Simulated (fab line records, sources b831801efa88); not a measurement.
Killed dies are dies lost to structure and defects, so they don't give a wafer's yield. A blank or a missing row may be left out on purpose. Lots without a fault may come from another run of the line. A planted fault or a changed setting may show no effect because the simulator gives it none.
A struck lot beside a sound one | flow sky130 | 15 steps out of a route of 708
Sound: wafers L678.1, L678.3, L678.6. Struck: wafer L693.3. (L693.4, L693.5 of the same lot were not struck and are left out.) The cause comes at the end.
At each step with rows: each side's tool, then ch and its chambers, then its first start. Under that, the readings that differ: sound wafers | struck wafers | difference of the means | sigmas: that difference in standard deviations of wafers without a fault.
alike: readings whose means differ by less than 2 such deviations, and words and numbers that are the same on both sides. not compared: withheld readings, readings that some wafer has no value for, bounds like >300 that may hide the same value, and numbers for which the record gives no deviation and whose values overlap.
The two part at a step that has a row with sigmas, a row that says differs or no value, or rows on one side only. Numbers that don't overlap but have no deviation are shown without sigmas and don't part them. A reading that every wafer of one side lacks parts them only if that side has two wafers or more.

SKY_CONTACT_ETCH_16: etches BARC in N2/H2, stops on SiO2, time 45.9 s, target depth 60 nm.
  sound on rie_diel-04 ch 0,1, day 32 22:58; struck on rie_diel-03 ch 1, day 36 17:22
  alike: drypump_motor_current_A, oes_product_au, throttle_valve_pct
  not compared: rf_hours_counter_h
SKY_CONTACT_ETCH_17: etches SiO2 in C4F8/O2/Ar, stops on Si3N4, target depth 340 nm.
  sound on rie_diel-04 ch 0,1, day 32 23:01; struck on rie_diel-03 ch 1, day 36 17:25
  alike: oes_product_au
SKY_CONTACT_ETCH_18: etches Si3N4 in CHF3/O2, stops on TiN, time 39 s, target depth 75 nm.
  sound on rie_diel-04 ch 0,1; struck on rie_diel-03 ch 1
  reading                | sound             | struck | difference | sigmas
  throttle_valve_pct (%) | 8.798 8.784 8.798 | 8.813  | +0.020     | +2
  alike: drypump_motor_current_A, oes_product_au
  not compared: rf_hours_counter_h
SKY_CONTACT_STRIP_19: strips in O2/N2.
  sound on plasma_asher-04 ch 0,1, day 32 23:06; struck on plasma_asher-04 ch 0, day 36 17:32
  alike: drypump_motor_current_A, oes_product_au, strip_time_to_endpoint_s
  not compared: rf_hours_counter_h
then, 4 steps without rows for these wafers: SKY_CONTACT_STRIP_20 (strips in post etch residue remover, time 1200 s); SKY_CONTACT_CLEAN_21 (cleans in IPA, time 180 s); SKY_CONTACT_CLEAN_22 (cleans in O3/DIW); SKY_CONTACT_SPUTTER_23 (material TiN, target thk 20 nm, time 80 s).
SKY_CONTACT_CVD_24: deposits W, target thk 340 nm, time 102.12 s.
  sound on cvd_w-02 ch 0, day 32 23:47; struck on cvd_w-01 ch 1, day 36 18:11
  alike: heater_power_w
SKY_CONTACT_RS_MEAS_25: measures by four-point-probe.
  sound on film_metro-04, day 32 23:54; struck on film_metro-02, day 36 18:19
  alike: CONTACT_W_RS
SKY_CONTACT_THK_MEAS_26: measures by xrf.
  sound on film_metro-04, day 33 00:01; struck on film_metro-02, day 36 18:25
  alike: CONTACT_W_THK
then, 1 step without rows for these wafers: SKY_CONTACT_CMP_27 (polishes, stops on SiO2, t overpolish 15 s, target thk 0 nm).
SKY_METAL1_SPUTTER_00: material Ti, target thk 15 nm, time 10 s.
  sound on pvd_sputter-02, day 33 00:23; struck on pvd_sputter-04, day 36 18:59
  reading                                   | sound                | struck | difference | sigmas
  cathode_dc_power_W (W)                    | 2999.3 2999.6 3000.2 | 2455.0 | -544.7     | -99 or more
  model.Ti_of_METAL1_SPUTTER_00.thk_nm (nm) | 15.1 14.97 14.97     | 12.12  | -2.89      |
  alike: throttle_valve_pct
then, 1 step without rows for these wafers: SKY_METAL1_SPUTTER_01 (material TiN, target thk 20 nm, time 16.7 s).
-- the record jumps here: 13 days lie between the struck wafers' starts before and after (it left off in module METAL1 and takes up again in module PAD_OPEN, whose first step shown is number 708 of the route) --
SKY_PAD_OPEN_PROBE_99:
  sound on prober-01, day 46 19:34; struck on prober-01, day 49 19:19
  reading                  | sound          | struck | difference | sigmas
  defect_limited_yield (%) | 82.7 81.9 82.3 | 77.6   | -4.7       | -2
  killed_dies              | 85 89 87       | 110    | +23        | +2
  killed_open              | 51 48 47       | 65     | +16        | +2
  sort_bin_5_function (%)  | 9.3 10.8 11.0  | 14.0   | +3.6       | +2
  sort_n_pass              | 407 403 405    | 382    | -23        | -2
  sort_yield_pct (%)       | 82.7 81.9 82.3 | 77.6   | -4.7       | -2
  alike: killed_at_M0_to_M3, killed_at_M4_up, killed_at_contacts, killed_at_front_end, killed_at_other, killed_short, sort_bin_3_pad_short, sort_bin_6_memory

WHERE THEY PART
First at SKY_CONTACT_ETCH_18; last, within this record, at SKY_PAD_OPEN_PROBE_99.

WHY: what the simulator had put in
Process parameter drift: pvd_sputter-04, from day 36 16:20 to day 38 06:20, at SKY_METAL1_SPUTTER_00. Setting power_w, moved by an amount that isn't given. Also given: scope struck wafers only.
